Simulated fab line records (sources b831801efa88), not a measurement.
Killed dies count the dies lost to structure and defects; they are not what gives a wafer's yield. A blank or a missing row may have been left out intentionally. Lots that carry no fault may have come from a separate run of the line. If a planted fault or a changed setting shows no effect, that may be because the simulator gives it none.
Comparing a struck lot with a sound one + flow sky130 + 18 out of 708 route steps
Sound: these wafers, L523.1, L523.3, L523.6. Struck: wafer L528.2 (left out: L528.1, L528.4 of the same lot, which were not struck); the cause appears at the end.
Per side, at each step with rows, come the tool, then ch with its chambers, and then its first start. Under that, the readings that differ: sound wafers + struck wafers + difference of the means + sigmas: that difference in standard deviations of wafers without a fault.
alike: readings with means less than 2 such deviations apart, plus words and numbers identical on both sides. not compared: withheld readings, readings lacking a value on some wafer, bounds such as >300 that could conceal the same value, and numbers that have no deviation in the record and whose values overlap.
Wherever a step has rows on one side only, a row that says differs or no value, or a row with sigmas, the two part there. Non-overlapping numbers with no deviation appear without sigmas and do not part them. A reading that every wafer of one side lacks parts them only if that side has two wafers or more.

first, 5 steps without rows for these wafers: SKY_VIA4_COAT_06 (resist thk 1140 nm); SKY_VIA4_SOFTBAKE_07 (time 60 s); SKY_VIA4_EXPOSE_08 (exposes mask VIM4, target cd 800 nm); SKY_VIA4_PEB_09; SKY_VIA4_DEVELOP_10 (develop time 60 s).
SKY_VIA4_OVL_MEAS_11:
  sound: overlay-02 at day 44 08:32; struck: overlay-01 at day 45 10:41
  alike: VIA4_OVL
SKY_VIA4_ETCH_12: etches SiO2 in C4F8/O2/Ar, stops on TiN, target depth 580 nm.
  sound on rieDiel-02 ch 0,3, day 44 08:34; struck on rieDiel-04 ch 1, day 45 10:44
  alike: oesProductAu
SKY_VIA4_STRIP_13: strips in O2/N2.
  sound on plasmaAsher-04 ch 0,1, day 44 08:38; struck on plasmaAsher-03 ch 0, day 45 10:48
  alike: drypumpMotorCurrentA, oesProductAu, stripTimeToEndpointS
  not compared: rfHoursCounterH
then, 3 steps without rows for these wafers: SKY_VIA4_STRIP_14 (strips in post etch residue remover, time 1200 s); SKY_VIA4_CLEAN_15 (cleans in IPA, time 180 s); SKY_VIA4_CLEAN_16 (cleans in O3/DIW).
SKY_VIA4_SPUTTER_17: material TiN, target thk 20 nm, time 80 s.
  sound: pvdSputter-04 at day 44 09:14; struck: pvdSputter-04 at day 45 11:26
| reading              | sound          | struck | difference | sigmas |
|----------------------|----------------|--------|------------|--------|
| throttleValvePct (%) | 30.7 30.3 30.7 | 28.1   | -2.5       | -3     |
  alike: chamberPressurePa
SKY_VIA4_CVD_18: deposits W, target thk 505 nm, time 152.14 s.
  sound on cvdW-01 ch 1, day 44 09:18; struck on cvdW-01 ch 0, day 45 11:30
| reading                           | sound                | struck | difference | sigmas |
|-----------------------------------|----------------------|--------|------------|--------|
| heaterPowerW (W)                  | 842 823 822          | 979    | +150       | +3     |
| susceptorTempC (C)                | 399.48 399.71 399.76 | 405.92 | +6.27      | +27    |
| model.W_of_VIA4_CVD_18.thkNm (nm) | 492.5 493.4 492.9    | 560.8  | +67.9      |        |
SKY_VIA4_RS_MEAS_19: uses a four-point probe to measure.
  sound: filmMetro-01 at day 44 09:27; struck: filmMetro-01 at day 45 11:39
| reading            | sound             | struck | difference | sigmas |
|--------------------|-------------------|--------|------------|--------|
| VIA4_W_RS (ohm/sq) | 0.232 0.231 0.231 | 0.203  | -0.028     | -6     |
SKY_VIA4_THK_MEAS_20: measures by xrf.
  sound: filmMetro-01 at day 44 09:34; struck: filmMetro-01 at day 45 11:46
| reading         | sound       | struck | difference | sigmas |
|-----------------|-------------|--------|------------|--------|
| VIA4_W_THK (nm) | 492 493 489 | 568    | +77        | +6     |
SKY_VIA4_CMP_21: polishes, stops on SiO2, t overpolish 25 s, target thk 0 nm.
  sound on cmp-02 ch 1,2, day 44 09:49; struck on cmp-01 ch 3, day 45 11:50
  alike: motorCurrentA, retainingRingPressureFrac, timeToEndpointS
SKY_METAL5_SPUTTER_00: material Ti, target thk 15 nm, time 10 s.
  sound: pvdSputter-01 at day 44 10:07; struck: pvdSputter-02 at day 45 12:08
  alike: chamberPressurePa, throttleValvePct
-- the record jumps here: 3 days lie between the struck wafers' starts before and after (it left off in module METAL5 and takes up again in module PAD_OPEN, whose first step shown is number 708 of the route) --
SKY_PAD_OPEN_PROBE_99:
  the record has rows for the struck wafers here (prober-02, day 48 05:19) and none for the sound ones

## WHERE THEY PART
Last at SKY_PAD_OPEN_PROBE_99 as far as this record goes, first at SKY_VIA4_SPUTTER_17.

WHY: what the simulator had put in
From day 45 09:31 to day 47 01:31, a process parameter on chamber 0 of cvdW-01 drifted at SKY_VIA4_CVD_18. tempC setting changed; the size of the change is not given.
